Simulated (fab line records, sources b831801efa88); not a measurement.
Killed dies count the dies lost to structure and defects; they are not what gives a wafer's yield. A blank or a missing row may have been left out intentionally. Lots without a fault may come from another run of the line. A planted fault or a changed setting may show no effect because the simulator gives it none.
fab line records | flow sky130
record: lots: 14 | wafers: 41 | last-day: 49
route steps=708 shown SD_P@359 RES_XHIGH@360 LI_CONTACT@383 LOCAL_INTERCONNECT@401
lots that met no fault: from a run of the same line without faults
start-h: hours from the record's opening day to when the first of the lot's shown wafers began | wait-h: hours from the lot's prior step to this one | " identical to the entry in the row above | L1.1+2: several wafers, shown together as one row | - no value present, or no start provided | * or withheld: withheld | < > ~ a bound
route shown NAME@n: NAME is a module with steps in the file, n the number in the route of the first one | usual: average and standard deviation across the fault-free wafers | same: alike in all rows | chamber/n: place in a boat | sites: the reading at each site | _std_site: their standard deviation | _edge_site: the outer-site mean with the inner-site mean subtracted | radius-mm: how far each site lies from the wafer's centre | mask NAME#n: copy n | behind: tool/chamber where the wafer was last shaped | hold: reason for holding the lot/hours on hold/outcome of the hold | device: transistor that didn't switch, given as n, p or np | end of line: tests run on the same wafers once the route is complete | a step without rows: its recipe alone | killed: at the first sort, the dies lost to defects and structure; wafer yield is something else | map: dies across one wafer; x = killed, . = not, _ = none there
set.NAME: the run value of the setting; set.NAME@STEP: its run value at that earlier step | model.NAME: the simulator's own value behind a step, which no gauge read
one table for each step of the route and one row for each wafer, over a sample of lots
services: the hour from which a tool's chamber was out of use, counted from the record's first day as start-h (under 0 if before that day), plus the number of hours and why
== steps ==
step: SKY_SD_N_RS_MEAS_17
recipe: thk-meas-gauge: four-point-probe
usual: SD_P_RS: 147.3/0.39
lot.wafer | tool          | chamber | start-h | wait-h | SD_P_RS[ohm/sq]
L668.2    | film-metro-03 | -       | 652.16  | 0.1    | 147.0
L668.4    | "             | -       | "       | "      | 147.2
L668.6    | "             | -       | "       | "      | 147.4
L669.1    | film-metro-04 | -       | 662.16  | 0.1    | 147.5
L669.3    | "             | -       | "       | "      | 147.3
L669.5    | "             | -       | "       | "      | 147.9
L670.1    | film-metro-02 | -       | 678.71  | 0.1    | 147.1
L670.5    | "             | -       | "       | "      | 147.0
L670.6    | "             | -       | "       | "      | 146.5
L672.2    | film-metro-02 | -       | 684.82  | 0.1    | 147.3
L672.3    | "             | -       | "       | "      | 147.5
L672.5    | "             | -       | "       | "      | 147.1
L674.1    | film-metro-04 | -       | 702.66  | 0.1    | 147.1
L674.4    | "             | -       | "       | "      | 147.0
L674.5    | "             | -       | "       | "      | 146.9
L676.3    | film-metro-04 | -       | 722.54  | 0.1    | 148.0
L676.5    | "             | -       | "       | "      | 147.9
L676.6    | "             | -       | "       | "      | 147.4
L677.1    | film-metro-04 | -       | 732.60  | 0.1    | 146.9
L677.5    | "             | -       | "       | "      | 147.1
L677.6    | "             | -       | "       | "      | 147.1
L678.1    | film-metro-03 | -       | 739.61  | 0.1    | 146.9
L678.3    | "             | -       | "       | "      | 146.9
L678.4    | "             | -       | "       | "      | 147.0
L679.1    | film-metro-02 | -       | 750.65  | 0.1    | 146.6
L679.3    | "             | -       | "       | "      | 147.1
L679.5    | "             | -       | "       | "      | 146.3
L681.3    | film-metro-04 | -       | 757.80  | 0.1    | 147.0
L681.4    | "             | -       | "       | "      | 147.5
L681.6    | "             | -       | "       | "      | 147.0
L682.3    | film-metro-02 | -       | 760.80  | 0.1    | 147.4
L682.4    | "             | -       | "       | "      | 147.0
L682.6    | "             | -       | "       | "      | 147.0
L683.1    | film-metro-02 | -       | 768.56  | 0.1    | 146.8
L683.3    | "             | -       | "       | "      | 146.4
L683.5    | "             | -       | "       | "      | 146.2
L685.1    | film-metro-04 | -       | 787.76  | 0.1    | 147.0
L685.6    | "             | -       | "       | "      | 147.7
L687.4    | film-metro-04 | -       | 802.42  | 0.1    | 147.5
L687.5    | "             | -       | "       | "      | 147.9
L687.6    | "             | -       | "       | "      | 147.6
step: SKY_SD_N_RS_MEAS_18
recipe: thk-meas-gauge: four-point-probe
usual: RES_XHIGH_RS: 333.7/1.3
lot.wafer | tool          | chamber | start-h | wait-h | RES_XHIGH_RS[ohm/sq]
L668.2    | film-metro-03 | -       | 652.28  | 0.1    | 334.0
L668.4    | "             | -       | "       | "      | 335.0
L668.6    | "             | -       | "       | "      | 334.7
L669.1    | film-metro-04 | -       | 662.28  | 0.1    | 334.1
L669.3    | "             | -       | "       | "      | 334.1
L669.5    | "             | -       | "       | "      | 332.2
L670.1    | film-metro-02 | -       | 678.83  | 0.1    | 334.6
L670.5    | "             | -       | "       | "      | 334.2
L670.6    | "             | -       | "       | "      | 333.0
L672.2    | film-metro-02 | -       | 684.94  | 0.1    | 336.1
L672.3    | "             | -       | "       | "      | 335.9
L672.5    | "             | -       | "       | "      | 336.0
L674.1    | film-metro-04 | -       | 702.78  | 0.1    | 333.0
L674.4    | "             | -       | "       | "      | 332.0
L674.5    | "             | -       | "       | "      | 334.6
L676.3    | film-metro-04 | -       | 722.66  | 0.1    | 334.1
L676.5    | "             | -       | "       | "      | 334.9
L676.6    | "             | -       | "       | "      | 333.2
L677.1    | film-metro-04 | -       | 732.72  | 0.1    | 332.7
L677.5    | "             | -       | "       | "      | 332.9
L677.6    | "             | -       | "       | "      | 332.1
L678.1    | film-metro-03 | -       | 739.73  | 0.1    | 333.0
L678.3    | "             | -       | "       | "      | 334.6
L678.4    | "             | -       | "       | "      | 333.0
L679.1    | film-metro-02 | -       | 750.77  | 0.1    | 332.4
L679.3    | "             | -       | "       | "      | 333.1
L679.5    | "             | -       | "       | "      | 331.7
L681.3    | film-metro-04 | -       | 757.92  | 0.1    | 334.9
L681.4    | "             | -       | "       | "      | 335.0
L681.6    | "             | -       | "       | "      | 334.8
L682.3    | film-metro-02 | -       | 760.92  | 0.1    | 333.1
L682.4    | "             | -       | "       | "      | 331.9
L682.6    | "             | -       | "       | "      | 332.4
L683.1    | film-metro-02 | -       | 768.68  | 0.1    | 333.5
L683.3    | "             | -       | "       | "      | 333.7
L683.5    | "             | -       | "       | "      | 334.0
L685.1    | film-metro-04 | -       | 787.88  | 0.1    | 335.8
L685.6    | "             | -       | "       | "      | 336.0
L687.4    | film-metro-04 | -       | 802.54  | 0.1    | 335.3
L687.5    | "             | -       | "       | "      | 333.9
L687.6    | "             | -       | "       | "      | 335.5
step: SKY_LI_CONTACT_CVD_21
recipe: material: W | target-thk-nm: 400 | time-s: 120.56 | temp-c: 400 | pressure-torr: 40
usual: chamber-pressure-Torr: 40.01/0.087 | heater-power-w: 867/48
lot.wafer | tool     | chamber | start-h | wait-h | chamber-pressure-Torr | heater-power-w
L668.2    | cvd-w-02 | 0       | 682.53  | 0.0    | 39.86                 | 837
L668.4    | "        | 1       | "       | "      | 39.96                 | 867
L668.6    | "        | 0       | "       | "      | 39.85                 | 867
L669.1    | cvd-w-02 | 0       | 691.11  | 0.0    | 39.93                 | 878
L669.3    | "        | 1       | "       | "      | 39.98                 | 879
L669.5    | "        | 0       | "       | "      | 40.03                 | 855
L670.1    | cvd-w-01 | 0       | 708.96  | 0.0    | 40.08                 | 787
L670.5    | "        | 0       | "       | "      | 40.16                 | 786
L670.6    | "        | 1       | "       | "      | 40.12                 | 955
L672.2    | cvd-w-02 | 1       | 714.56  | 0.0    | 39.97                 | 857
L672.3    | "        | 0       | "       | "      | 40.15                 | 866
L672.5    | "        | 0       | "       | "      | 40.03                 | 871
L674.1    | cvd-w-02 | 1       | 731.86  | 0.0    | 40.12                 | 854
L674.4    | "        | 1       | "       | "      | 39.98                 | 869
L674.5    | "        | 0       | "       | "      | 40.03                 | 868
L676.3    | cvd-w-02 | 0       | 751.41  | 0.1    | 40.14                 | 889
L676.5    | "        | 1       | "       | "      | 40.12                 | 861
L676.6    | "        | 0       | "       | "      | 40.12                 | 874
L677.1    | cvd-w-02 | 1       | 761.77  | 0.0    | 39.92                 | 872
L677.5    | "        | 1       | "       | "      | 40.01                 | 867
L677.6    | "        | 0       | "       | "      | 39.93                 | 875
L678.1    | cvd-w-01 | 0       | 768.82  | 0.0    | 40.12                 | 808
L678.3    | "        | 0       | "       | "      | 39.96                 | 786
L678.4    | "        | 1       | "       | "      | 39.95                 | 957
L679.1    | cvd-w-01 | 1       | 779.56  | 0.0    | 40.06                 | 948
L679.3    | "        | 1       | "       | "      | 40.16                 | 932
L679.5    | "        | 0       | "       | "      | 40.06                 | 810
L681.3    | cvd-w-02 | 1       | 786.10  | 0.1    | 40.07                 | 858
L681.4    | "        | 0       | "       | "      | 40.02                 | 898
L681.6    | "        | 0       | "       | "      | 39.92                 | 881
L682.3    | cvd-w-01 | 1       | 789.41  | 0.1    | 39.79                 | 950
L682.4    | "        | 0       | "       | "      | 40.01                 | 776
L682.6    | "        | 1       | "       | "      | 40.03                 | 952
L683.1    | cvd-w-01 | 1       | 797.17  | 0.0    | 39.96                 | 969
L683.3    | "        | 0       | "       | "      | 39.98                 | 790
L683.5    | "        | 0       | "       | "      | 40.04                 | 811
L685.1    | cvd-w-02 | 0       | 816.49  | 0.0    | 39.87                 | 877
L685.6    | "        | 0       | "       | "      | 40.04                 | 873
L687.4    | cvd-w-02 | 1       | 830.27  | 0.1    | 39.91                 | 874
L687.5    | "        | 1       | "       | "      | 40.05                 | 850
L687.6    | "        | 0       | "       | "      | 40.10                 | 884
step: SKY_LOCAL_INTERCONNECT_METAL_ETCH_14
recipe: target-depth-nm: 110 | stop-on: PSG | chemistry: Cl2/BCl3 | target: TiN | resist-sidewall-deg: 88 | pressure-mtorr: 10 | icp-w: 900 | bias-w: 48.5 | Cl2_flow_sccm: 60 | bcl3-flow-sccm: 30 | time-s: 31.4
usual: drypump-motor-current-A: 6.0/0.48 | oes-product-au: 0.939/0.0082 | throttle-valve-pct: 21.903/0.01
lot.wafer | tool         | chamber | start-h | wait-h | drypump-motor-current-A | oes-product-au | rf-hours-counter-h | throttle-valve-pct
L668.2    | rie-metal-03 | 1       | 711.89  | 0.1    | 6.5                     | 0.935          | -                  | 21.905
L668.4    | "            | 1       | "       | "      | 6.6                     | 0.950          | -                  | 21.893
L668.6    | "            | 1       | "       | "      | 6.5                     | 0.943          | -                  | 21.896
L669.1    | rie-metal-03 | 0       | 720.17  | 0.0    | 5.7                     | 0.941          | 0                  | 21.889
L669.3    | "            | 0       | "       | "      | 5.7                     | 0.938          | -                  | 21.915
L669.5    | "            | 1       | "       | "      | 6.5                     | 0.933          | -                  | 21.906
L670.1    | rie-metal-02 | 1       | 737.92  | 0.0    | 5.8                     | 0.929          | 9                  | 21.912
L670.5    | "            | 0       | "       | "      | 5.3                     | 0.932          | -                  | 21.913
L670.6    | "            | 1       | "       | "      | 5.8                     | 0.953          | -                  | 21.893
L672.2    | rie-metal-03 | 1       | 743.12  | 0.0    | 6.5                     | 0.940          | 11                 | 21.900
L672.3    | "            | 1       | "       | "      | 6.5                     | 0.933          | -                  | 21.905
L672.5    | "            | 0       | "       | "      | 5.7                     | 0.937          | -                  | 21.903
L674.1    | rie-metal-02 | 1       | 759.23  | 0.0    | 5.8                     | 0.946          | 10                 | 21.909
L674.4    | "            | 0       | "       | "      | 5.3                     | 0.926          | -                  | 21.910
L674.5    | "            | 0       | "       | "      | 5.3                     | 0.945          | -                  | 21.896
L676.3    | rie-metal-03 | 0       | 778.43  | 0.0    | 5.6                     | 0.932          | -                  | 21.904
L676.5    | "            | 0       | "       | "      | 5.6                     | 0.936          | -                  | 21.918
L676.6    | "            | 1       | "       | "      | 6.5                     | 0.934          | -                  | 21.902
L677.1    | rie-metal-03 | 0       | 789.52  | 0.0    | 5.6                     | 0.948          | 2                  | 21.899
L677.5    | "            | 0       | "       | "      | 5.6                     | 0.942          | -                  | 21.909
L677.6    | "            | 1       | "       | "      | 6.5                     | 0.942          | -                  | 21.892
L678.1    | rie-metal-03 | 0       | 797.02  | 0.0    | 5.6                     | 0.938          | 2                  | 21.893
L678.3    | "            | 1       | "       | "      | 6.5                     | 0.938          | -                  | 21.895
L678.4    | "            | 0       | "       | "      | 5.6                     | 0.942          | -                  | 21.887
L679.1    | rie-metal-01 | 1       | 807.73  | 0.0    | 6.6                     | 0.929          | 3                  | 21.916
L679.3    | "            | 1       | "       | "      | 6.7                     | 0.928          | -                  | 21.916
L679.5    | "            | 1       | "       | "      | 6.7                     | 0.930          | -                  | 21.913
L681.3    | rie-metal-01 | 0       | 813.59  | 0.0    | 5.6                     | 0.948          | -                  | 21.890
L681.4    | "            | 1       | "       | "      | 6.6                     | 0.948          | -                  | 21.894
L681.6    | "            | 0       | "       | "      | 5.6                     | 0.948          | -                  | 21.896
L682.3    | rie-metal-03 | 0       | 817.19  | 0.0    | 5.7                     | 0.935          | -                  | 21.884
L682.4    | "            | 1       | "       | "      | 6.5                     | 0.935          | -                  | 21.916
L682.6    | "            | 0       | "       | "      | 5.6                     | 0.936          | -                  | 21.916
L683.1    | rie-metal-03 | 1       | 824.71  | 0.0    | 6.5                     | 0.944          | 13                 | 21.884
L683.3    | "            | 0       | "       | "      | 5.6                     | 0.933          | -                  | 21.916
L683.5    | "            | 1       | "       | "      | 6.6                     | 0.949          | -                  | 21.907
L685.1    | rie-metal-03 | 0       | 843.66  | 0.0    | 5.6                     | 0.708          | 4                  | 22.054
L685.6    | "            | 0       | "       | "      | 5.6                     | 0.695          | -                  | 22.052
L687.4    | rie-metal-03 | 1       | 857.03  | 0.0    | 6.5                     | 0.940          | -                  | 21.911
L687.5    | "            | 0       | "       | "      | 5.6                     | 0.942          | -                  | 21.908
L687.6    | "            | 1       | "       | "      | 6.5                     | 0.704          | -                  | 22.042
step: SKY_LOCAL_INTERCONNECT_STRIP_15
recipe: chemistry: O2/N2 | power-w: 1400 | pressure-mtorr: 1500 | platen-temp-c: withheld | o2-flow-sccm: 3000 | n2-flow-sccm: 300 | overash-fraction: 0.5
usual: drypump-motor-current-A: 5.8/0.45 | oes-product-au: 0.427/0.0042 | strip-time-to-endpoint-s: 4.708/0.015
lot.wafer | tool            | chamber | start-h | wait-h | drypump-motor-current-A | oes-product-au | rf-hours-counter-h | strip-time-to-endpoint-s
L668.2    | plasma-asher-02 | 1       | 711.98  | 0.1    | 6.5                     | 0.420          | 104                | 4.716
L668.4    | "               | 0       | "       | "      | 6.3                     | 0.427          | -                  | 4.722
L668.6    | "               | 1       | "       | "      | 6.4                     | 0.430          | -                  | 4.739
L669.1    | plasma-asher-02 | 0       | 720.22  | 0.0    | 6.2                     | 0.432          | 105                | 4.725
L669.3    | "               | 0       | "       | "      | 6.3                     | 0.425          | -                  | 4.718
L669.5    | "               | 1       | "       | "      | 6.5                     | 0.434          | -                  | 4.706
L670.1    | plasma-asher-03 | 0       | 737.97  | 0.0    | 5.3                     | 0.425          | 31                 | 4.715
L670.5    | "               | 0       | "       | "      | 5.3                     | 0.427          | -                  | 4.708
L670.6    | "               | 1       | "       | "      | 5.7                     | 0.433          | -                  | 4.690
L672.2    | plasma-asher-01 | 1       | 743.17  | 0.0    | 5.4                     | 0.428          | 64                 | 4.741
L672.3    | "               | 0       | "       | "      | 5.5                     | 0.430          | -                  | 4.701
L672.5    | "               | 1       | "       | "      | 5.4                     | 0.425          | -                  | 4.712
L674.1    | plasma-asher-02 | 0       | 759.28  | 0.0    | 6.3                     | 0.422          | 2                  | 4.707
L674.4    | "               | 1       | "       | "      | 6.4                     | 0.435          | -                  | 4.725
L674.5    | "               | 0       | "       | "      | 6.2                     | 0.429          | -                  | 4.723
L676.3    | plasma-asher-03 | 1       | 778.50  | 0.1    | 5.7                     | 0.431          | -                  | 4.711
L676.5    | "               | 1       | "       | "      | 5.7                     | 0.423          | -                  | 4.710
L676.6    | "               | 0       | "       | "      | 5.3                     | 0.427          | -                  | 4.677
L677.1    | plasma-asher-02 | 1       | 789.57  | 0.0    | 6.4                     | 0.420          | 5                  | 4.700
L677.5    | "               | 1       | "       | "      | 6.4                     | 0.427          | -                  | 4.703
L677.6    | "               | 0       | "       | "      | 6.3                     | 0.424          | -                  | 4.695
L678.1    | plasma-asher-03 | 0       | 797.07  | 0.0    | 5.3                     | 0.430          | 37                 | 4.703
L678.3    | "               | 0       | "       | "      | 5.3                     | 0.434          | -                  | 4.709
L678.4    | "               | 1       | "       | "      | 5.7                     | 0.425          | -                  | 4.692
L679.1    | plasma-asher-02 | 0       | 807.78  | 0.0    | 6.3                     | 0.430          | 7                  | 4.697
L679.3    | "               | 0       | "       | "      | 6.3                     | 0.428          | -                  | 4.711
L679.5    | "               | 0       | "       | "      | 6.3                     | 0.422          | -                  | 4.708
L681.3    | plasma-asher-01 | 0       | 813.66  | 0.1    | 5.5                     | 0.433          | -                  | 4.739
L681.4    | "               | 1       | "       | "      | 5.5                     | 0.427          | -                  | 4.688
L681.6    | "               | 0       | "       | "      | 5.5                     | 0.419          | -                  | 4.701
L682.3    | plasma-asher-01 | 0       | 817.26  | 0.1    | 5.5                     | 0.425          | -                  | 4.709
L682.4    | "               | 1       | "       | "      | 5.4                     | 0.430          | -                  | 4.683
L682.6    | "               | 1       | "       | "      | 5.4                     | 0.432          | -                  | 4.682
L683.1    | plasma-asher-03 | 0       | 824.76  | 0.0    | 5.3                     | 0.427          | 39                 | 4.703
L683.3    | "               | 1       | "       | "      | 5.7                     | 0.426          | -                  | 4.720
L683.5    | "               | 0       | "       | "      | 5.3                     | 0.420          | -                  | 4.694
L685.1    | plasma-asher-02 | 0       | 843.71  | 0.0    | 6.3                     | 0.442          | 10                 | 4.933
L685.6    | "               | 0       | "       | "      | 6.3                     | 0.435          | -                  | 4.929
L687.4    | plasma-asher-02 | 1       | 857.10  | 0.1    | 6.5                     | 0.421          | -                  | 4.726
L687.5    | "               | 1       | "       | "      | 6.5                     | 0.425          | -                  | 4.704
L687.6    | "               | 0       | "       | "      | 6.3                     | 0.433          | -                  | 4.944
== services ==
tool            | chamber | start-h | hours | kind
rie-metal-02    | 0       | 664.27  | 19.2  | repair
cvd-w-02        | -       | 667.56  | 1.1   | repair
cvd-w-02        | -       | 687.85  | 2.1   | repair
rie-metal-03    | 0       | 693.47  | -     | clean
rie-metal-03    | 0       | 693.47  | 19.1  | scheduled-down
rie-metal-03    | 0       | 693.47  | 19.1  | vent-cycle
rie-metal-01    | 1       | 697.69  | -     | clean
rie-metal-01    | 1       | 697.69  | 26.3  | scheduled-down
rie-metal-01    | 1       | 697.69  | 26.3  | vent-cycle
rie-metal-03    | -       | 722.17  | 6.0   | repair
plasma-asher-02 | -       | 733.77  | 9.0   | pm
plasma-asher-02 | 0       | 733.77  | 9.0   | vent-cycle
plasma-asher-02 | 1       | 733.77  | 9.0   | vent-cycle
plasma-asher-02 | 0       | 742.77  | -     | clean
plasma-asher-02 | 1       | 742.77  | -     | clean
cvd-w-01        | 1       | 757.15  | 3.4   | repair
rie-metal-02    | -       | 759.52  | 2.8   | pm
rie-metal-01    | 0       | 789.41  | -     | clean
rie-metal-01    | 0       | 789.41  | 17.8  | scheduled-down
cvd-w-02        | -       | 804.69  | 0.3   | repair
rie-metal-03    | -       | 810.01  | 1.4   | pm
cvd-w-01        | -       | 812.89  | 1.3   | repair
plasma-asher-03 | -       | 849.01  | 2.8   | pm
plasma-asher-02 | -       | 851.93  | 4.4   | repair
== key ==
first-sign: step: SKY_LOCAL_INTERCONNECT_METAL_ETCH_14 | reading: oes-product-au | direction: down | sigmas: 29 | usual: 0.939 | struck: 0.702
effect: step: SKY_LOCAL_INTERCONNECT_METAL_ETCH_14 | reading: throttle-valve-pct | direction: up | sigmas: 14 | usual: 21.903 | struck: 22.050
effect: step: SKY_LOCAL_INTERCONNECT_STRIP_15 | reading: strip-time-to-endpoint-s | direction: up | sigmas: 15 | usual: * | struck: *
met-at SKY_LOCAL_INTERCONNECT_METAL_ETCH_14
struck-lots L685,L687
struck-wafers L685.1,L685.6,L687.6
later-rows-left-out L685.1,L685.6,L687.6
sort-left-out L685.1,L685.6,L687.6
tester-left-out L685,L687
not-acting-at SKY_SD_N_RS_MEAS_17,SKY_SD_N_RS_MEAS_18,SKY_LI_CONTACT_CVD_21
onset-between 824.71 843.66
fault: kind: process-parameter-drift | tool: rie-metal-03 | chamber: - | onset-h: 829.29 | steps: SKY_LOCAL_INTERCONNECT_METAL_ETCH_14 | channel: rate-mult | offset: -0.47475 | shape: step | end-h: 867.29 | scope: struck-wafers-only
tester-left-out: of these lots the tester's yield and bins aren't shown, on N5 and GAA mostly nor the transistor test; their killed dies are dies lost to structure and defects alone, not to doping, threshold or leakage, so they don't give the yield
sort-left-out: the simulated sort isn't trusted on such a fault, so these wafers' sort isn't shown, and their yield isn't known
later-rows-left-out: the simulator's readings of these wafers behind a module that went badly wrong aren't trusted and aren't shown, but for the sort
